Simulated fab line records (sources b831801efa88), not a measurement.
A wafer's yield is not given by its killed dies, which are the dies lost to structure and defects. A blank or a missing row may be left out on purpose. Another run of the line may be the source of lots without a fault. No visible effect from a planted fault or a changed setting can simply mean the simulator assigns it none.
Which of the tools did it? ; flow gf180mcu ; 13 lots, 39 wafers sampled, at 4 steps of a route of 602

## WHAT EACH GAUGE READ, for each wafer
GF_VT_IMPLANT_RS_MEAS_48: uses a four-point probe to measure.
lot;measured;on;LVPWELL_RS (ohm/sq)
L474;day 7 16:04;film metro-02;1192 1190 1194
L476;day 8 05:13;film metro-02;1197 1195 1197
L477;day 8 10:49;film metro-04;1198 1198 1196
L480;day 9 05:41;film metro-04;1199 1200 1199
L482;day 9 18:58;film metro-04;1197 1197 1200
L483;day 10 01:56;film metro-02;1192 1195 1192
L484;day 10 11:08;film metro-01;1188 1191 1189
L487;day 11 06:53;film metro-04;1201 1196 1196
L488;day 11 12:56;film metro-04;1194 1199 1195
L489;day 11 21:49;film metro-04;1182 1180 1182
L492;day 12 16:49;film metro-01;1193 1191 1192
L493;day 12 23:43;film metro-04;1183 1183 1186
L497;day 13 23:47;film metro-04;1194 1198 1192

GF_CONTACT_CD_MEAS_14: the cd target is 220 nm.
lot;measured;on;cd nm (nm)
L474;day 16 03:46;cd sem-02;221.9 220.8 220.5
L476;day 16 18:26;cd sem-02;219.4 220.2 219.3
L477;day 17 03:43;cd sem-02;218.3 219.9 220.5
L480;day 18 09:40;cd sem-01;221.7 222.5 223.2
L482;day 19 04:03;cd sem-01;221.3 220.8 220.7
L483;day 19 17:07;cd sem-02;221.3 220.8 220.8
L484;day 20 03:55;cd sem-01;217.8 219.7 219.6
L487;day 21 08:43;cd sem-02;221.0 220.6 219.8
L488;day 21 10:08;cd sem-02;218.8 219.8 218.1
L489;day 21 23:02;cd sem-02;219.3 219.9 219.1
L492;day 22 21:50;cd sem-02;219.8 219.8 220.5
L493;day 23 12:37;cd sem-02;220.9 221.5 221.9
L497;day 24 09:40;cd sem-01;220.8 221.2 220.0

GF_CONTACT_RS_MEAS_25: uses a four-point probe to measure.
lot;measured;on;CONTACT_W_RS (ohm/sq)
L474;day 16 04:41;film metro-02;0.383 0.384 0.386
L476;day 16 19:15;film metro-04;0.384 0.379 0.384
L477;day 17 04:32;film metro-01;0.382 0.373 0.382
L480;day 18 10:31;film metro-04;0.381 0.373 0.381
L482;day 19 04:52;film metro-04;0.373 0.382 0.375
L483;day 19 17:56;film metro-01;0.369 0.374 0.376
L484;day 20 04:44;film metro-04;0.367 0.368 0.378
L487;day 21 09:32;film metro-02;0.389 0.385 0.380
L488;day 21 10:59;film metro-01;0.373 0.387 0.371
L489;day 22 00:02;film metro-01;0.371 0.369 0.372
L492;day 22 22:40;film metro-02;0.381 0.367 0.375
L493;day 23 13:32;film metro-01;0.370 0.373 0.383
L497;day 24 10:29;film metro-02;0.372 0.372 0.380

## TOOL THAT RAN EACH LOT (tool first, then ch and the chambers of the sampled wafers, then the start)
lot;GF_LVPWELL_IMPLANT_09
L474;implanter-03 ch 0, day 3 22:02
L476;implanter-03 ch 0, day 4 10:32
L477;implanter-03 ch 0, day 4 13:49
L480;implanter-03 ch 0, day 5 05:20
L482;implanter-01 ch 0, day 5 16:32
L483;implanter-01 ch 0, day 5 22:10
L484;implanter-03 ch 0, day 6 06:25
L487;implanter-04 ch 0, day 6 22:54
L488;implanter-04 ch 0, day 7 04:53
L489;implanter-01 ch 0, day 7 11:57
L492;implanter-03 ch 0, day 8 02:38
L493;implanter-01 ch 0, day 8 09:45
L497;implanter-04 ch 0, day 9 06:34
- GF_LVPWELL_IMPLANT_09

## AS READ BY THE TOOLS THEMSELVES (means over the sampled wafers that have a number; for cases with no such wafer, the mark the record gives instead)
GF_LVPWELL_IMPLANT_09.
lot;tool;beam on s (s);dose ions cm2;faraday current uA
L474;implanter-03;9.94;4.998e+12;28.5
L476;implanter-03;9.90;5.003e+12;28.5
L477;implanter-03;9.84;5.001e+12;28.7
L480;implanter-03;10.09;5.000e+12;27.9
L482;implanter-01;9.95;4.998e+12;28.3
L483;implanter-01;9.90;4.999e+12;28.5
L484;implanter-03;10.03;4.991e+12;28.1
L487;implanter-04;10.04;4.995e+12;28.0
L488;implanter-04;10.01;5.004e+12;28.2
L489;implanter-01;10.18;5.385e+12;29.9
L492;implanter-03;10.18;5.004e+12;27.6
L493;implanter-01;9.91;5.386e+12;30.7
L497;implanter-04;10.07;4.997e+12;28.0

## THE ANSWER, worked out from the rows above alone
Rule: the usual values come from the lots themselves. The widest of any qualifying gaps counts: lots, ordered by their means at a reading, are off when they make up no more than a third of the lots, leave a main group of 4 or more, and stand apart from it by 3 or more times the standard deviation of that group's means. Not used: any main group whose means are identical at the precision the tables above print for the reading. A lot without any number at a reading at which 4 lots or more have one is off too. The other lots that the step has rows for count as sound. First the gauges in route order, then the tools' own readings, where a lot's mean is used as printed above. At the first step where some lot is off, the reading lying furthest off is the one used; lots without a number count as furthest.
Off at GF_LVPWELL_IMPLANT_09 (dose ions cm2): L489, L493. For the main group the mean is 4.999e+12 and the standard deviation 3.8e+09.
A tool fits if, at that step or a process step before it, it ran every lot that is off, and no sound lot after the first of them. One fits: GF_LVPWELL_IMPLANT_09 on implanter-01. A fault onset in the window from L483 (day 5 22:10, its last sound lot) to L489 (day 7 11:57, its first lot off) fits.
The tool's own readings at GF_LVPWELL_IMPLANT_09 bear it out: on the lots that are off they differ by more than 5 times the standard deviation of the sound lots' means. dose ions cm2 reads 5.386e+12 there against 4.999e+12 on the sound lots; faraday current uA reads 30.3 there against 28.2 on the sound lots.

## WHAT THE SIMULATOR HAD PUT IN
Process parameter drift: implanter-01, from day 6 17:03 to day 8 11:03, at GF_LVPWELL_IMPLANT_09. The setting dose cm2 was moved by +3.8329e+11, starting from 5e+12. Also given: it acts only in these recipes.
Lots struck among those shown: L489, L493. Same finding as the rule above.
